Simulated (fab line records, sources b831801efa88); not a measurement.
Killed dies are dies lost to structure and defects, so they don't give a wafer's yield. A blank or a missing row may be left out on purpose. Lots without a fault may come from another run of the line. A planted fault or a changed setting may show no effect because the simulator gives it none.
Which tool did it? | flow gf180mcu | 7 lots, 21 wafers sampled, at 4 steps of a route of 602

WHAT THE GAUGES READ, wafer by wafer
GF_M4_OVL_MEAS_15.
lot  | measured     | on         | M4_OVL (nm)
L565 | day 24 13:33 | overlay-01 | 3 9 6
L572 | day 27 08:02 | overlay-01 | -1 2 5
L578 | day 28 23:34 | overlay-01 | -2 -3 -7
L579 | day 29 09:23 | overlay-02 | 10 7 4
L581 | day 29 17:55 | overlay-01 | -3 -6 -7
L583 | day 30 04:05 | overlay-01 | -7 -8 -9
L585 | day 30 14:22 | overlay-02 | 4 -3 -5

WHICH TOOL RAN EACH LOT (tool, then ch and the chambers of the sampled wafers, then the start)
lot  | GF_SAB_DEVELOP_08                 | GF_V1_ETCH_17                                 | GF_V3_STRIP_18
L565 | litho_track-02 ch 0, day 16 05:28 | rie_diel-02 ch 0,1,3, day 23 13:52 or earlier | plasma_asher-04 ch 0,1, day 23 13:52
L572 | litho_track-04 ch 0, day 19 06:56 | rie_diel-02 ch 0,1,2, day 26 09:50 or earlier | plasma_asher-01 ch 0,1, day 26 09:50
L578 | litho_track-02 ch 0, day 21 07:05 | rie_diel-02 ch 0,1,2, day 28 02:44 or earlier | plasma_asher-04 ch 0,1, day 28 02:44
L579 | litho_track-01 ch 0, day 21 20:52 | rie_diel-02 ch 1,2,3, day 28 12:55 or earlier | plasma_asher-03 ch 0,1, day 28 12:55
L581 | litho_track-04 ch 0, day 22 04:52 | rie_diel-01 ch 0,2, day 28 20:52 or earlier   | plasma_asher-03 ch 0,1, day 28 20:52
L583 | litho_track-04 ch 0, day 22 19:26 | rie_diel-03 ch 1,2,3, day 29 07:59 or earlier | plasma_asher-03 ch 0,1, day 29 07:59
L585 | litho_track-04 ch 0, day 23 08:56 | rie_diel-03 ch 0,2, day 29 18:40 or earlier   | plasma_asher-01 ch 0,1, day 29 18:40
- GF_SAB_DEVELOP_08: develop time 57.28 s.
- GF_V1_ETCH_17: etches SiO2 in C4F8/O2/Ar, stops on TiN, target depth 630 nm.
- GF_V3_STRIP_18: strips in O2/N2.

THE ANSWER, worked out from the rows above alone
Rule: what is usual is taken from the lots themselves. Put in order of their means at a reading, lots are off if they are a third of the lots or fewer, leave a main group of 4 or more, and stand apart from it by a gap of 3 or more times the standard deviation of the main group's means; of several such gaps the widest counts. A main group whose means are all the same, to the digits that the tables above print for the reading, isn't used. A lot without any number at a reading at which 4 lots or more have one is off too. The other lots that the step has rows for count as sound.
No lot is off at any reading shown: from this, nothing can be told.

WHAT THE SIMULATOR HAD PUT IN
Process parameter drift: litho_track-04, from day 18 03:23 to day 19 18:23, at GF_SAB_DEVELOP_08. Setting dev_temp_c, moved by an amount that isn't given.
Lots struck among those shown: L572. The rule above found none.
